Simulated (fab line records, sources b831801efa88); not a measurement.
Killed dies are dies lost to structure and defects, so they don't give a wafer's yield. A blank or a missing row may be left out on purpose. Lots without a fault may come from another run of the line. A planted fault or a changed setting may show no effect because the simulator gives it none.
Which tool did it? | flow sfq_line | 14 lots, 42 wafers sampled, at 1 step of a route of 325

WHAT THE GAUGES READ, wafer by wafer
SFQ_INCOMING_BOW_MEAS_900. Usual: INCOMING_BOW 0 um, standard deviation 6.6.
lot  | measured    | on            | INCOMING_BOW (um) | flag
L593 | day 1 10:00 | film_metro-01 | -8 5 1            |
L594 | day 1 15:00 | film_metro-02 | 4 6 3             |
L595 | day 1 20:01 | film_metro-04 | -3 -1 8           |
L596 | day 2 01:00 | film_metro-01 | -1 -2 -6          |
L598 | day 2 11:02 | film_metro-01 | 0 0 -6            |
L599 | day 2 16:00 | film_metro-04 | 4 0 0             |
L601 | day 3 02:02 | film_metro-02 | 5 2 -2            |
L602 | day 3 07:04 | film_metro-04 | 2 -2 2            |
L603 | day 3 12:00 | film_metro-02 | -5 -19 4          |
L604 | day 3 17:00 | film_metro-04 | 10 0 -7           |
L606 | day 4 03:00 | film_metro-01 | 6 -4 -5           |
L613 | day 5 14:01 | film_metro-04 | -9 -9 12          |
L615 | day 6 00:01 | film_metro-04 | -5 -2 4           |
L616 | day 6 05:00 | film_metro-04 | 14 1 -2           |

WHICH TOOL RAN EACH LOT (tool, then ch and the chambers of the sampled wafers, then the start)
The record holds no process step before these readings.

WHAT THE TOOLS THEMSELVES READ (means of the sampled wafers that have a number; where no wafer has one, the mark that the record gives instead)
The record holds no such reading with a usual standard deviation.

THE ANSWER, worked out from the rows above alone
Rule: a lot is off if the mean of its wafers that have a number lies more than 3 standard deviations from the usual mean. A lot without any number at a reading at which 4 lots or more have one is off too. The other lots that the step has rows for count as sound. The gauges are gone through in route order, then the tools' own readings, and for those a lot's mean is taken as printed above. The first step at which some lot is off is used, and at that step the reading that is off furthest; a lot without a number counts as furthest.
No lot is off at any reading shown: from this, nothing can be told.

WHAT THE SIMULATOR HAD PUT IN
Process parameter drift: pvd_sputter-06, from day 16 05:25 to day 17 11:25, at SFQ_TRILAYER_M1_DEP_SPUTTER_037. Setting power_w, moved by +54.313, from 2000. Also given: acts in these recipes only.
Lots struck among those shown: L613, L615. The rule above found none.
